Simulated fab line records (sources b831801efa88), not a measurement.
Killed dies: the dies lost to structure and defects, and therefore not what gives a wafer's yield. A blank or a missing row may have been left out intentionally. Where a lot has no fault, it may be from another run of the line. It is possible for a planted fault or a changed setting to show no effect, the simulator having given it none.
What tool caused it? + flow sky130 + 36 wafers from 12 lots sampled at 2 of the route's 708 steps

## WHAT THE GAUGES READ, wafer by wafer
SKY_FIELD_ISO_BOW_MEAS_00.
| lot  | measured    | on            | INCOMING_BOW (um) |
|------|-------------|---------------|-------------------|
| L702 | day 1 15:00 | film-metro-02 | -2 1 -5           |
| L704 | day 2 01:01 | film-metro-03 | 11 2 -10          |
| L705 | day 2 06:00 | film-metro-01 | 4 -2 1            |
| L706 | day 2 11:02 | film-metro-02 | -6 -2 1           |
| L707 | day 2 16:02 | film-metro-02 | 0 3 3             |
| L710 | day 3 07:01 | film-metro-03 | -2 9 9            |
| L712 | day 3 17:00 | film-metro-01 | -2 -9 0           |
| L713 | day 3 22:01 | film-metro-01 | -1 7 -2           |
| L714 | day 4 03:00 | film-metro-03 | -5 -4 2           |
| L716 | day 4 13:00 | film-metro-02 | 8 -10 -6          |
| L719 | day 5 04:00 | film-metro-02 | -6 3 4            |
| L724 | day 6 05:00 | film-metro-03 | -5 9 1            |

SKY_VT_ADJUST_NCORE_CD_MEAS_07: the cd target is 380 nm.
| lot  | measured     | on        | cd-nm (nm)        |
|------|--------------|-----------|-------------------|
| L702 | day 8 17:35  | cd-sem-02 | 382.0 385.2 381.6 |
| L704 | day 9 08:43  | cd-sem-02 | 381.0 381.4 383.3 |
| L705 | day 9 20:26  | cd-sem-02 | 377.7 376.9 379.0 |
| L706 | day 10 02:36 | cd-sem-02 | 374.6 376.0 376.4 |
| L707 | day 10 07:49 | cd-sem-01 | 381.2 380.8 378.9 |
| L710 | day 11 03:08 | cd-sem-02 | 375.7 376.5 375.1 |
| L712 | day 11 22:29 | cd-sem-02 | 381.3 381.4 380.1 |
| L713 | day 12 08:53 | cd-sem-02 | 382.0 382.6 381.4 |
| L714 | day 12 14:41 | cd-sem-01 | 379.4 379.6 380.9 |
| L716 | day 12 18:22 | cd-sem-02 | 381.4 381.9 384.3 |
| L719 | day 13 23:25 | cd-sem-01 | 382.1 382.4 384.7 |
| L724 | day 15 07:37 | cd-sem-02 | 380.4 382.2 381.7 |

## WHICH TOOL RAN EACH LOT (tool, then ch and the chambers of the sampled wafers, then the start)
Record: no process step prior to these readings.

## AS READ BY THE TOOLS THEMSELVES (means over the sampled wafers that have a number; for cases with no such wafer, the mark the record gives instead)
The record holds no such reading with a usual standard deviation.

## THE ANSWER, worked out from the rows above alone
Rule: usual is defined by the lots themselves. The widest of any qualifying gaps counts: lots, ordered by their means at a reading, are off when they make up no more than a third of the lots, leave a main group of 4 or more, and stand apart from it by 3 or more times the standard deviation of that group's means. The tables above print the reading to a certain number of digits; a main group whose means all agree to those digits is not used. A lot without any number at a reading at which 4 lots or more have one is off too. The other lots that the step has rows for count as sound. After the gauges, taken in route order, come the tools' own readings; for these a lot's mean is taken, as printed above. At the first step where some lot is off, the reading lying furthest off is the one used; lots without a number count as furthest.
None of the lots is off at any reading shown; this tells nothing.

## WHAT THE SIMULATOR HAD INSERTED
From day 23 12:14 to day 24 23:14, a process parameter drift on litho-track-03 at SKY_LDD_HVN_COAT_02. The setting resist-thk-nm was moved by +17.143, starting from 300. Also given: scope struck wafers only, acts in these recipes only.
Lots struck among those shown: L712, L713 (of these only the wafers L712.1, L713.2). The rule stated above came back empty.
